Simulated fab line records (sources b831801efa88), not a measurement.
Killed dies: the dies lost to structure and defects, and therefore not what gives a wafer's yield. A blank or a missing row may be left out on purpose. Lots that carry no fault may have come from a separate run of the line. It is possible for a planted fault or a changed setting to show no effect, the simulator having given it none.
fab line records -- flow sky130 -- part 1 of 2: steps 1 to 25 of 34
record lots=5, wafers=15, last-day=49
route steps=708 shown PWDE@52 NWELL@56 VT_ADJUST_HVTP@85
lots that met no fault: taken from a fault-free run of the same line
start-h: the number of hours between the record's first day and the start of the first shown wafer of the lot -- wait-h: time in hours since the lot's previous step -- " the same as in the row above -- L1.1+2: a single row standing in for several wafers -- - no value, or no start given -- * or withheld: withheld -- < > ~ a bound
route shown NAME@n: names a module that has steps shown in the file, with the first one's number in the route -- usual: mean/standard deviation of fault-free wafers -- same: alike in all rows -- chamber/n: place in a boat -- sites: each site's reading -- _std_site: standard deviation of those values -- _edge_site: inner sites' mean taken away from outer sites' mean -- radius-mm: for every site, how far away it sits from the centre of the wafer -- mask NAME#n: copy n -- behind: the most recent tool/chamber to have shaped the wafer -- hold: what put the lot on hold/how long, in hours/how the hold closed -- device: the n, p or np transistor that did not switch -- end of line: the route-end tests of the same wafers -- a step without rows: its recipe alone -- killed: not the wafer's yield, but the dies lost to structure and defects at the first sort -- map: the dies of a wafer, with x for killed, . for not killed, _ for no die there
set.NAME: setting as actually run; set.NAME@STEP: the setting as run at that earlier step -- model.NAME: the simulator's own value behind a step, which no gauge read
lots seen at some steps along the route; tables by step, rows by wafer
services: when a tool's chamber went out of use (start-h, in hours from the record's first day, below 0 if earlier), for how many hours, and the reason
## steps
# step SKY_PWDE_OVL_MEAS_07
# usual PWDE_OVL=0.7/1.4
lot.wafer,tool,chamber,start-h,wait-h,PWDE_OVL[nm]
L080.2,overlay-01,-,103.89,-,3.2
L080.3,overlay-01,-,103.89,-,0.5
L080.6,overlay-01,-,103.89,-,1.2
L085.4,overlay-02,-,129.88,-,0.2
L085.5,overlay-02,-,129.88,-,-0.7
L085.6,overlay-02,-,129.88,-,1.0
L087.1,overlay-02,-,138.96,-,0.6
L087.4,overlay-02,-,138.96,-,-0.5
L087.6,overlay-02,-,138.96,-,2.2
L090.1,overlay-01,-,159.91,-,2.4
L090.3,overlay-01,-,159.91,-,0.3
L090.5,overlay-01,-,159.91,-,2.1
L091.1,overlay-02,-,168.09,-,0.8
L091.2,overlay-02,-,168.09,-,1.3
L091.4,overlay-02,-,168.09,-,0.7
# step SKY_PWDE_IMPLANT_08
# recipe species=B, energy-kev=150, dose-cm2=3.6e+12, tilt-deg=withheld
# usual dose-ions-cm2=3.6e+12/4.2e+09
lot.wafer,tool,chamber,start-h,wait-h,dose-ions-cm2
L080.2,implanter-03,0,103.95,0.0,3.601e+12
L080.3,implanter-03,0,103.95,0.0,3.603e+12
L080.6,implanter-03,0,103.95,0.0,3.6e+12
L085.4,implanter-01,0,129.97,0.1,3.598e+12
L085.5,implanter-01,0,129.97,0.1,3.602e+12
L085.6,implanter-01,0,129.97,0.1,3.6e+12
L087.1,implanter-02,0,139.00,0.0,3.593e+12
L087.4,implanter-02,0,139.00,0.0,3.595e+12
L087.6,implanter-02,0,139.00,0.0,3.598e+12
L090.1,implanter-01,0,159.95,0.0,3.598e+12
L090.3,implanter-01,0,159.95,0.0,3.596e+12
L090.5,implanter-01,0,159.95,0.0,3.594e+12
L091.1,implanter-01,0,168.12,0.0,3.599e+12
L091.2,implanter-01,0,168.12,0.0,3.601e+12
L091.4,implanter-01,0,168.12,0.0,3.603e+12
# step SKY_PWDE_STRIP_09
# recipe chemistry=O2/N2, power-w=1400, pressure-mtorr=1500, platen-temp-c=withheld, o2-flow-sccm=3000, n2-flow-sccm=300, overash-fraction=0.5
# usual drypump-motor-current-A=5.9/0.46, oes-product-au=0.722/0.0045, strip-time-to-endpoint-s=36.93/0.092
lot.wafer,tool,chamber,start-h,wait-h,drypump-motor-current-A,oes-product-au,rf-hours-counter-h,strip-time-to-endpoint-s
L080.2,plasma-asher-03,1,104.07,0.1,6.0,0.718,42,36.86
L080.3,plasma-asher-03,0,104.07,0.1,6.0,0.723,-,36.95
L080.6,plasma-asher-03,1,104.07,0.1,5.9,0.711,-,36.86
L085.4,plasma-asher-01,0,130.08,0.1,5.7,0.729,-,36.87
L085.5,plasma-asher-01,1,130.08,0.1,6.5,0.719,-,36.91
L085.6,plasma-asher-01,0,130.08,0.1,5.7,0.729,-,37.00
L087.1,plasma-asher-04,1,139.15,0.1,5.2,0.724,32,36.75
L087.4,plasma-asher-04,0,139.15,0.1,6.3,0.725,-,36.89
L087.6,plasma-asher-04,1,139.15,0.1,5.2,0.720,-,36.80
L090.1,plasma-asher-04,0,160.10,0.1,6.3,0.726,35,36.96
L090.3,plasma-asher-04,1,160.10,0.1,5.2,0.722,-,37.10
L090.5,plasma-asher-04,1,160.10,0.1,5.2,0.716,-,37.02
L091.1,plasma-asher-04,0,168.27,0.1,6.3,0.727,36,36.95
L091.2,plasma-asher-04,1,168.27,0.1,5.2,0.720,36,37.02
L091.4,plasma-asher-04,0,168.27,0.1,6.3,0.721,-,36.93
# step SKY_PWDE_TW_MEAS_10
# usual PWDE_TW=375.0/1.7
lot.wafer,tool,chamber,start-h,wait-h,PWDE_TW
L080.2,film-metro-03,-,104.18,0.1,375.8
L080.3,film-metro-03,-,104.18,0.1,373.7
L080.6,film-metro-03,-,104.18,0.1,374.8
L085.4,film-metro-03,-,130.18,0.1,375.3
L085.5,film-metro-03,-,130.18,0.1,373.1
L085.6,film-metro-03,-,130.18,0.1,373.9
L087.1,film-metro-01,-,139.25,0.1,374.5
L087.4,film-metro-01,-,139.25,0.1,375.4
L087.6,film-metro-01,-,139.25,0.1,373.5
L090.1,film-metro-01,-,160.20,0.1,374.2
L090.3,film-metro-01,-,160.20,0.1,375.0
L090.5,film-metro-01,-,160.20,0.1,374.9
L091.1,film-metro-03,-,168.37,0.1,375.8
L091.2,film-metro-03,-,168.37,0.1,377.8
L091.4,film-metro-03,-,168.37,0.1,377.3
# step SKY_NWELL_DEHYDRATE_03
# recipe temp-c=200, time-s=60
# usual chill-plate-temp-C=23.00/0.12, plate-temp-C=200.02/0.17
lot.wafer,tool,chamber,start-h,wait-h,chill-plate-temp-C,plate-temp-C
L080.2,litho-track-04,0,112.86,8.7,23.16,200.01
L080.3,litho-track-04,0,112.86,8.7,23.09,200.22
L080.6,litho-track-04,0,112.86,8.7,23.10,200.07
L085.4,litho-track-01,0,138.82,8.6,23.06,199.99
L085.5,litho-track-01,0,138.82,8.6,23.34,199.85
L085.6,litho-track-01,0,138.82,8.6,23.30,200.07
L087.1,litho-track-01,0,148.44,9.2,22.84,199.79
L087.4,litho-track-01,0,148.44,9.2,22.87,199.93
L087.6,litho-track-01,0,148.44,9.2,22.92,200.10
L090.1,litho-track-03,0,169.50,9.3,23.06,200.27
L090.3,litho-track-03,0,169.50,9.3,23.03,200.23
L090.5,litho-track-03,0,169.50,9.3,23.19,200.01
L091.1,litho-track-04,0,177.64,9.3,23.14,200.31
L091.2,litho-track-04,0,177.64,9.3,22.94,200.08
L091.4,litho-track-04,0,177.64,9.3,22.99,200.25
# step SKY_NWELL_HMDS_04
# recipe prime-time-s=60, prime-temp-c=120
# usual chill-plate-temp-C=22.98/0.12
lot.wafer,tool,chamber,start-h,wait-h,chill-plate-temp-C
L080.2,litho-track-04,0,113.01,0.1,22.99
L080.3,litho-track-04,0,113.01,0.1,22.94
L080.6,litho-track-04,0,113.01,0.1,22.92
L085.4,litho-track-01,0,138.97,0.1,23.22
L085.5,litho-track-01,0,138.97,0.1,23.10
L085.6,litho-track-01,0,138.97,0.1,23.23
L087.1,litho-track-01,0,148.59,0.1,23.13
L087.4,litho-track-01,0,148.59,0.1,23.01
L087.6,litho-track-01,0,148.59,0.1,22.90
L090.1,litho-track-03,0,169.65,0.1,22.95
L090.3,litho-track-03,0,169.65,0.1,22.92
L090.5,litho-track-03,0,169.65,0.1,22.94
L091.1,litho-track-04,0,177.79,0.1,23.02
L091.2,litho-track-04,0,177.79,0.1,23.03
L091.4,litho-track-04,0,177.79,0.1,22.88
# step SKY_NWELL_COAT_05
# recipe spin-rpm=2000, resist-thk-nm=3000
# usual chill-plate-temp-C=23.01/0.11
lot.wafer,tool,chamber,start-h,wait-h,chill-plate-temp-C
L080.2,litho-track-04,0,113.16,0.1,22.99
L080.3,litho-track-04,0,113.16,0.1,22.96
L080.6,litho-track-04,0,113.16,0.1,22.87
L085.4,litho-track-01,0,139.12,0.1,22.98
L085.5,litho-track-01,0,139.12,0.1,22.87
L085.6,litho-track-01,0,139.12,0.1,23.02
L087.1,litho-track-01,0,148.74,0.1,22.99
L087.4,litho-track-01,0,148.74,0.1,23.06
L087.6,litho-track-01,0,148.74,0.1,22.92
L090.1,litho-track-03,0,169.80,0.1,22.98
L090.3,litho-track-03,0,169.80,0.1,23.03
L090.5,litho-track-03,0,169.80,0.1,23.06
L091.1,litho-track-04,0,177.94,0.1,22.93
L091.2,litho-track-04,0,177.94,0.1,23.00
L091.4,litho-track-04,0,177.94,0.1,22.86
# step SKY_NWELL_SOFTBAKE_06
# recipe temp-c=110, time-s=withheld
# usual chill-plate-temp-C=23.00/0.11, plate-temp-C=109.98/0.15
lot.wafer,tool,chamber,start-h,wait-h,chill-plate-temp-C,plate-temp-C
L080.2,litho-track-04,0,113.32,0.1,22.86,109.89
L080.3,litho-track-04,0,113.32,0.1,23.02,109.94
L080.6,litho-track-04,0,113.32,0.1,23.05,110.00
L085.4,litho-track-01,0,139.29,0.1,23.11,109.78
L085.5,litho-track-01,0,139.29,0.1,23.06,109.86
L085.6,litho-track-01,0,139.29,0.1,22.97,109.89
L087.1,litho-track-01,0,148.89,0.1,22.98,109.91
L087.4,litho-track-01,0,148.89,0.1,23.13,110.02
L087.6,litho-track-01,0,148.89,0.1,23.00,110.21
L090.1,litho-track-03,0,169.95,0.1,22.89,110.25
L090.3,litho-track-03,0,169.95,0.1,22.91,110.21
L090.5,litho-track-03,0,169.95,0.1,23.00,110.10
L091.1,litho-track-04,0,178.09,0.1,23.16,110.10
L091.2,litho-track-04,0,178.09,0.1,22.91,110.03
L091.4,litho-track-04,0,178.09,0.1,23.06,110.10
# step SKY_NWELL_EXPOSE_07
# recipe mask-id=NWM, na=0.6, source-shape=conventional, sigma-outer=0.6, polarization=unpolarized, target-cd-nm=840, dose-mj=255
# same sigma-outer=0.6
lot.wafer,tool,chamber,start-h,wait-h,mask
L080.2+3+6,iline-stepper-01,0,-,-,NWM#0
L085.4+5+6,iline-stepper-01,0,-,-,NWM#0
L087.1+4+6,iline-stepper-01,0,-,-,NWM#0
L090.1+3+5,iline-stepper-01,0,-,-,NWM#0
L091.1+2+4,iline-stepper-01,0,-,-,NWM#0
# step SKY_NWELL_PEB_08
# recipe temp-c=115, time-s=withheld
# usual chill-plate-temp-C=23.01/0.11, plate-temp-C=115.03/0.12
lot.wafer,tool,chamber,start-h,wait-h,chill-plate-temp-C,plate-temp-C
L080.2,litho-track-04,0,-,-,23.13,115.25
L080.3,litho-track-04,0,-,-,23.08,115.05
L080.6,litho-track-04,0,-,-,23.00,115.15
L085.4,litho-track-03,0,-,-,23.10,115.10
L085.5,litho-track-03,0,-,-,22.81,115.12
L085.6,litho-track-03,0,-,-,23.12,114.92
L087.1,litho-track-01,0,-,-,23.13,115.06
L087.4,litho-track-01,0,-,-,23.06,114.86
L087.6,litho-track-01,0,-,-,23.01,114.91
L090.1,litho-track-01,0,-,-,22.98,115.01
L090.3,litho-track-01,0,-,-,22.98,114.84
L090.5,litho-track-01,0,-,-,23.16,114.84
L091.1,litho-track-01,0,-,-,22.78,114.91
L091.2,litho-track-01,0,-,-,22.70,115.04
L091.4,litho-track-01,0,-,-,22.97,114.80
# step SKY_NWELL_DEVELOP_09
# recipe wall-angle-deg=90, developer=TMAH, develop-time-s=60, dev-temp-c=23
# usual chill-plate-temp-C=23.00/0.1
lot.wafer,tool,chamber,start-h,wait-h,chill-plate-temp-C
L080.2,litho-track-04,0,-,-,22.99
L080.3,litho-track-04,0,-,-,23.12
L080.6,litho-track-04,0,-,-,22.96
L085.4,litho-track-03,0,-,-,23.08
L085.5,litho-track-03,0,-,-,23.00
L085.6,litho-track-03,0,-,-,22.89
L087.1,litho-track-01,0,-,-,22.92
L087.4,litho-track-01,0,-,-,23.01
L087.6,litho-track-01,0,-,-,23.14
L090.1,litho-track-01,0,-,-,22.94
L090.3,litho-track-01,0,-,-,22.92
L090.5,litho-track-01,0,-,-,22.91
L091.1,litho-track-01,0,-,-,22.90
L091.2,litho-track-01,0,-,-,22.96
L091.4,litho-track-01,0,-,-,22.98
# step SKY_NWELL_OVL_MEAS_10
# usual NWELL_00_OVL=0.6/1.7
lot.wafer,tool,chamber,start-h,wait-h,NWELL_00_OVL[nm]
L080.2,overlay-02,-,121.79,-,1.7
L080.3,overlay-02,-,121.79,-,0.2
L080.6,overlay-02,-,121.79,-,0.3
L085.4,overlay-01,-,148.87,-,1.2
L085.5,overlay-01,-,148.87,-,3.6
L085.6,overlay-01,-,148.87,-,1.7
L087.1,overlay-02,-,158.49,-,-1.2
L087.4,overlay-02,-,158.49,-,-0.9
L087.6,overlay-02,-,158.49,-,-0.5
L090.1,overlay-02,-,180.39,-,-0.1
L090.3,overlay-02,-,180.39,-,-1.0
L090.5,overlay-02,-,180.39,-,0.0
L091.1,overlay-01,-,188.64,-,0.1
L091.2,overlay-01,-,188.64,-,1.4
L091.4,overlay-01,-,188.64,-,2.2
# step SKY_NWELL_IMPLANT_11
# recipe species=P, energy-kev=400, dose-cm2=1.9e+13, tilt-deg=withheld
# usual dose-ions-cm2=1.9001e+13/1.8e+10
lot.wafer,tool,chamber,start-h,wait-h,dose-ions-cm2
L080.2,implanter-03,0,121.85,0.0,1.8986e+13
L080.3,implanter-03,0,121.85,0.0,1.8991e+13
L080.6,implanter-03,0,121.85,0.0,1.9009e+13
L085.4,implanter-04,0,148.96,0.1,1.9052e+13
L085.5,implanter-04,0,148.96,0.1,1.902e+13
L085.6,implanter-04,0,148.96,0.1,1.9038e+13
L087.1,implanter-02,0,158.53,0.0,1.9007e+13
L087.4,implanter-02,0,158.53,0.0,1.8991e+13
L087.6,implanter-02,0,158.53,0.0,1.8983e+13
L090.1,implanter-02,0,180.43,0.0,1.8987e+13
L090.3,implanter-02,0,180.43,0.0,1.8992e+13
L090.5,implanter-02,0,180.43,0.0,1.899e+13
L091.1,implanter-03,0,188.68,0.0,1.8999e+13
L091.2,implanter-03,0,188.68,0.0,1.8986e+13
L091.4,implanter-03,0,188.68,0.0,1.9014e+13
# step SKY_NWELL_IMPLANT_12
# recipe species=P, energy-kev=120, dose-cm2=1.3e+12, tilt-deg=withheld
# usual dose-ions-cm2=1.3e+12/1.4e+09
lot.wafer,tool,chamber,start-h,wait-h,dose-ions-cm2
L080.2,implanter-03,0,122.00,0.1,1.3008e+12
L080.3,implanter-03,0,122.00,0.1,1.2984e+12
L080.6,implanter-03,0,122.00,0.1,1.2986e+12
L085.4,implanter-04,0,149.11,0.1,1.2987e+12
L085.5,implanter-04,0,149.11,0.1,1.2978e+12
L085.6,implanter-04,0,149.11,0.1,1.3002e+12
L087.1,implanter-02,0,158.68,0.1,1.299e+12
L087.4,implanter-02,0,158.68,0.1,1.2974e+12
L087.6,implanter-02,0,158.68,0.1,1.2998e+12
L090.1,implanter-02,0,180.58,0.1,1.3021e+12
L090.3,implanter-02,0,180.58,0.1,1.3006e+12
L090.5,implanter-02,0,180.58,0.1,1.3001e+12
L091.1,implanter-03,0,188.83,0.1,1.3006e+12
L091.2,implanter-03,0,188.83,0.1,1.3017e+12
L091.4,implanter-03,0,188.83,0.1,1.3015e+12
# step SKY_NWELL_IMPLANT_13
# recipe species=P, energy-kev=50, dose-cm2=7e+11, tilt-deg=withheld
# usual dose-ions-cm2=7e+11/6.7e+08
lot.wafer,tool,chamber,start-h,wait-h,dose-ions-cm2
L080.2,implanter-03,0,122.15,0.1,6.995e+11
L080.3,implanter-03,0,122.15,0.1,7.002e+11
L080.6,implanter-03,0,122.15,0.1,7.012e+11
L085.4,implanter-04,0,149.26,0.1,6.995e+11
L085.5,implanter-04,0,149.26,0.1,6.993e+11
L085.6,implanter-04,0,149.26,0.1,7.007e+11
L087.1,implanter-02,0,158.83,0.1,6.99e+11
L087.4,implanter-02,0,158.83,0.1,6.995e+11
L087.6,implanter-02,0,158.83,0.1,7.014e+11
L090.1,implanter-02,0,180.73,0.1,6.999e+11
L090.3,implanter-02,0,180.73,0.1,7.002e+11
L090.5,implanter-02,0,180.73,0.1,6.996e+11
L091.1,implanter-03,0,188.98,0.1,7.005e+11
L091.2,implanter-03,0,188.98,0.1,7.014e+11
L091.4,implanter-03,0,188.98,0.1,7.004e+11
# step SKY_NWELL_STRIP_14
# recipe chemistry=O2/N2, power-w=1400, pressure-mtorr=1500, platen-temp-c=withheld, o2-flow-sccm=3000, n2-flow-sccm=300, overash-fraction=0.5
# usual drypump-motor-current-A=5.8/0.52, oes-product-au=0.722/0.0046, strip-time-to-endpoint-s=36.93/0.11
lot.wafer,tool,chamber,start-h,wait-h,drypump-motor-current-A,oes-product-au,rf-hours-counter-h,strip-time-to-endpoint-s
L080.2,plasma-asher-01,0,122.27,0.1,5.7,0.727,0,36.96
L080.3,plasma-asher-01,0,122.27,0.1,5.7,0.728,-,36.76
L080.6,plasma-asher-01,0,122.27,0.1,5.7,0.718,-,36.89
L085.4,plasma-asher-01,0,149.37,0.1,5.7,0.721,-,37.04
L085.5,plasma-asher-01,1,149.37,0.1,6.5,0.719,-,36.94
L085.6,plasma-asher-01,0,149.37,0.1,5.7,0.717,-,36.89
L087.1,plasma-asher-01,1,158.98,0.1,6.5,0.722,4,36.82
L087.4,plasma-asher-01,0,158.98,0.1,5.7,0.720,-,36.91
L087.6,plasma-asher-01,0,158.98,0.1,5.7,0.718,-,36.96
L090.1,plasma-asher-01,1,180.88,0.1,6.5,0.725,7,37.08
L090.3,plasma-asher-01,0,180.88,0.1,5.7,0.727,-,37.08
L090.5,plasma-asher-01,0,180.88,0.1,5.7,0.725,-,36.93
L091.1,plasma-asher-01,0,189.13,0.1,5.7,0.723,8,36.96
L091.2,plasma-asher-01,1,189.13,0.1,6.5,0.721,8,36.95
L091.4,plasma-asher-01,1,189.13,0.1,6.5,0.726,-,37.02
# step SKY_NWELL_TW_MEAS_15
# usual NWELL_TW=1827/7
lot.wafer,tool,chamber,start-h,wait-h,NWELL_TW
L080.2,film-metro-02,-,122.38,0.1,1835
L080.3,film-metro-02,-,122.38,0.1,1841
L080.6,film-metro-02,-,122.38,0.1,1839
L085.4,film-metro-02,-,149.47,0.1,1826
L085.5,film-metro-02,-,149.47,0.1,1825
L085.6,film-metro-02,-,149.47,0.1,1820
L087.1,film-metro-02,-,159.08,0.1,1836
L087.4,film-metro-02,-,159.08,0.1,1828
L087.6,film-metro-02,-,159.08,0.1,1825
L090.1,film-metro-01,-,180.98,0.1,1823
L090.3,film-metro-01,-,180.98,0.1,1831
L090.5,film-metro-01,-,180.98,0.1,1825
L091.1,film-metro-01,-,189.23,0.1,1830
L091.2,film-metro-01,-,189.23,0.1,1827
L091.4,film-metro-01,-,189.23,0.1,1834
# step SKY_NWELL_DEHYDRATE_16
# recipe temp-c=200, time-s=60
# usual chill-plate-temp-C=23.00/0.097, plate-temp-C=200.03/0.16
lot.wafer,tool,chamber,start-h,wait-h,chill-plate-temp-C,plate-temp-C
L080.2,litho-track-01,0,131.12,8.7,22.91,200.16
L080.3,litho-track-01,0,131.12,8.7,22.92,200.22
L080.6,litho-track-01,0,131.12,8.7,22.88,200.11
L085.4,litho-track-04,0,158.51,9.0,23.00,199.91
L085.5,litho-track-04,0,158.51,9.0,23.05,199.99
L085.6,litho-track-04,0,158.51,9.0,22.96,199.91
L087.1,litho-track-01,0,168.64,9.6,22.95,199.86
L087.4,litho-track-01,0,168.64,9.6,23.10,200.07
L087.6,litho-track-01,0,168.64,9.6,22.91,200.00
L090.1,litho-track-04,0,191.04,10.0,22.96,200.15
L090.3,litho-track-04,0,191.04,10.0,22.75,200.04
L090.5,litho-track-04,0,191.04,10.0,22.87,200.11
L091.1,litho-track-03,0,199.40,10.2,23.10,200.26
L091.2,litho-track-03,0,199.40,10.2,22.96,199.81
L091.4,litho-track-03,0,199.40,10.2,23.02,199.98
# step SKY_NWELL_HMDS_17
# recipe prime-time-s=60, prime-temp-c=120
# usual chill-plate-temp-C=23.01/0.12
lot.wafer,tool,chamber,start-h,wait-h,chill-plate-temp-C
L080.2,litho-track-01,0,131.27,0.1,23.00
L080.3,litho-track-01,0,131.27,0.1,23.02
L080.6,litho-track-01,0,131.27,0.1,23.07
L085.4,litho-track-04,0,158.66,0.1,22.88
L085.5,litho-track-04,0,158.66,0.1,22.92
L085.6,litho-track-04,0,158.66,0.1,22.95
L087.1,litho-track-01,0,168.79,0.1,22.89
L087.4,litho-track-01,0,168.79,0.1,22.82
L087.6,litho-track-01,0,168.79,0.1,23.01
L090.1,litho-track-04,0,191.19,0.1,23.11
L090.3,litho-track-04,0,191.19,0.1,23.16
L090.5,litho-track-04,0,191.19,0.1,23.17
L091.1,litho-track-03,0,199.55,0.1,23.11
L091.2,litho-track-03,0,199.55,0.1,23.14
L091.4,litho-track-03,0,199.55,0.1,23.11
# step SKY_NWELL_COAT_18
# recipe spin-rpm=2000, resist-thk-nm=3000
# usual chill-plate-temp-C=23.01/0.11
lot.wafer,tool,chamber,start-h,wait-h,chill-plate-temp-C
L080.2,litho-track-01,0,131.42,0.1,23.02
L080.3,litho-track-01,0,131.42,0.1,23.02
L080.6,litho-track-01,0,131.42,0.1,23.15
L085.4,litho-track-04,0,158.81,0.1,23.07
L085.5,litho-track-04,0,158.81,0.1,23.08
L085.6,litho-track-04,0,158.81,0.1,22.96
L087.1,litho-track-01,0,168.94,0.1,23.19
L087.4,litho-track-01,0,168.94,0.1,23.24
L087.6,litho-track-01,0,168.94,0.1,23.22
L090.1,litho-track-04,0,191.34,0.1,22.95
L090.3,litho-track-04,0,191.34,0.1,22.91
L090.5,litho-track-04,0,191.34,0.1,22.86
L091.1,litho-track-03,0,199.70,0.1,23.10
L091.2,litho-track-03,0,199.70,0.1,23.02
L091.4,litho-track-03,0,199.70,0.1,23.08
# step SKY_NWELL_SOFTBAKE_19
# recipe temp-c=110, time-s=withheld
# usual chill-plate-temp-C=23.00/0.1, plate-temp-C=110.02/0.12
lot.wafer,tool,chamber,start-h,wait-h,chill-plate-temp-C,plate-temp-C
L080.2,litho-track-01,0,131.58,0.1,23.08,109.98
L080.3,litho-track-01,0,131.58,0.1,23.00,110.08
L080.6,litho-track-01,0,131.58,0.1,23.21,109.99
L085.4,litho-track-04,0,158.99,0.1,23.13,109.95
L085.5,litho-track-04,0,158.99,0.1,23.08,110.07
L085.6,litho-track-04,0,158.99,0.1,23.21,110.02
L087.1,litho-track-01,0,169.09,0.1,22.98,110.19
L087.4,litho-track-01,0,169.09,0.1,22.97,110.13
L087.6,litho-track-01,0,169.09,0.1,22.85,110.09
L090.1,litho-track-04,0,191.49,0.1,23.02,110.19
L090.3,litho-track-04,0,191.49,0.1,23.02,110.14
L090.5,litho-track-04,0,191.49,0.1,23.01,110.05
L091.1,litho-track-03,0,199.85,0.1,22.88,109.95
L091.2,litho-track-03,0,199.85,0.1,23.04,109.88
L091.4,litho-track-03,0,199.85,0.1,22.71,110.06
# step SKY_NWELL_EXPOSE_20
# recipe mask-id=NWM_COMPLEMENT, na=0.6, source-shape=conventional, sigma-outer=0.6, polarization=unpolarized, target-cd-nm=840, dose-mj=260
# same sigma-outer=0.6
lot.wafer,tool,chamber,start-h,wait-h,mask
L080.2+3+6,iline-stepper-02,0,-,-,NWM_COMPLEMENT#0
L085.4+5+6,iline-stepper-01,0,-,-,NWM_COMPLEMENT#0
L087.1+4+6,iline-stepper-01,0,-,-,NWM_COMPLEMENT#0
L090.1+3+5,iline-stepper-02,0,-,-,NWM_COMPLEMENT#0
L091.1+2+4,iline-stepper-01,0,-,-,NWM_COMPLEMENT#0
# step SKY_NWELL_PEB_21
# recipe temp-c=115, time-s=withheld
# usual chill-plate-temp-C=23.01/0.11, plate-temp-C=114.95/0.12
lot.wafer,tool,chamber,start-h,wait-h,chill-plate-temp-C,plate-temp-C
L080.2,litho-track-01,0,-,-,22.86,114.92
L080.3,litho-track-01,0,-,-,22.98,115.00
L080.6,litho-track-01,0,-,-,22.85,114.90
L085.4,litho-track-03,0,-,-,23.09,114.77
L085.5,litho-track-03,0,-,-,22.99,114.76
L085.6,litho-track-03,0,-,-,22.93,114.83
L087.1,litho-track-04,0,-,-,23.16,114.82
L087.4,litho-track-04,0,-,-,22.94,114.91
L087.6,litho-track-04,0,-,-,23.03,114.80
L090.1,litho-track-01,0,-,-,23.01,115.01
L090.3,litho-track-01,0,-,-,22.94,114.83
L090.5,litho-track-01,0,-,-,22.95,115.02
L091.1,litho-track-03,0,-,-,23.10,114.98
L091.2,litho-track-03,0,-,-,22.95,114.90
L091.4,litho-track-03,0,-,-,22.77,114.85
# step SKY_NWELL_DEVELOP_22
# recipe wall-angle-deg=90, developer=TMAH, develop-time-s=60, dev-temp-c=23
# usual chill-plate-temp-C=23.00/0.11
lot.wafer,tool,chamber,start-h,wait-h,chill-plate-temp-C
L080.2,litho-track-01,0,-,-,23.09
L080.3,litho-track-01,0,-,-,22.93
L080.6,litho-track-01,0,-,-,22.99
L085.4,litho-track-03,0,-,-,22.96
L085.5,litho-track-03,0,-,-,23.02
L085.6,litho-track-03,0,-,-,23.01
L087.1,litho-track-04,0,-,-,23.22
L087.4,litho-track-04,0,-,-,22.97
L087.6,litho-track-04,0,-,-,23.09
L090.1,litho-track-01,0,-,-,22.94
L090.3,litho-track-01,0,-,-,22.95
L090.5,litho-track-01,0,-,-,23.22
L091.1,litho-track-03,0,-,-,22.97
L091.2,litho-track-03,0,-,-,22.98
L091.4,litho-track-03,0,-,-,22.97
# step SKY_NWELL_OVL_MEAS_23
# usual NWELL_01_OVL=0.1/1.3
lot.wafer,tool,chamber,start-h,wait-h,NWELL_01_OVL[nm]
L080.2,overlay-02,-,140.65,-,-1.2
L080.3,overlay-02,-,140.65,-,-0.8
L080.6,overlay-02,-,140.65,-,-1.4
L085.4,overlay-01,-,169.17,-,0.1
L085.5,overlay-01,-,169.17,-,-0.3
L085.6,overlay-01,-,169.17,-,-1.4
L087.1,overlay-01,-,179.54,-,1.2
L087.4,overlay-01,-,179.54,-,2.8
L087.6,overlay-01,-,179.54,-,1.4
L090.1,overlay-02,-,202.74,-,0.8
L090.3,overlay-02,-,202.74,-,-0.7
L090.5,overlay-02,-,202.74,-,0.0
L091.1,overlay-02,-,210.70,-,-2.5
L091.2,overlay-02,-,210.70,-,-2.9
L091.4,overlay-02,-,210.70,-,-3.1
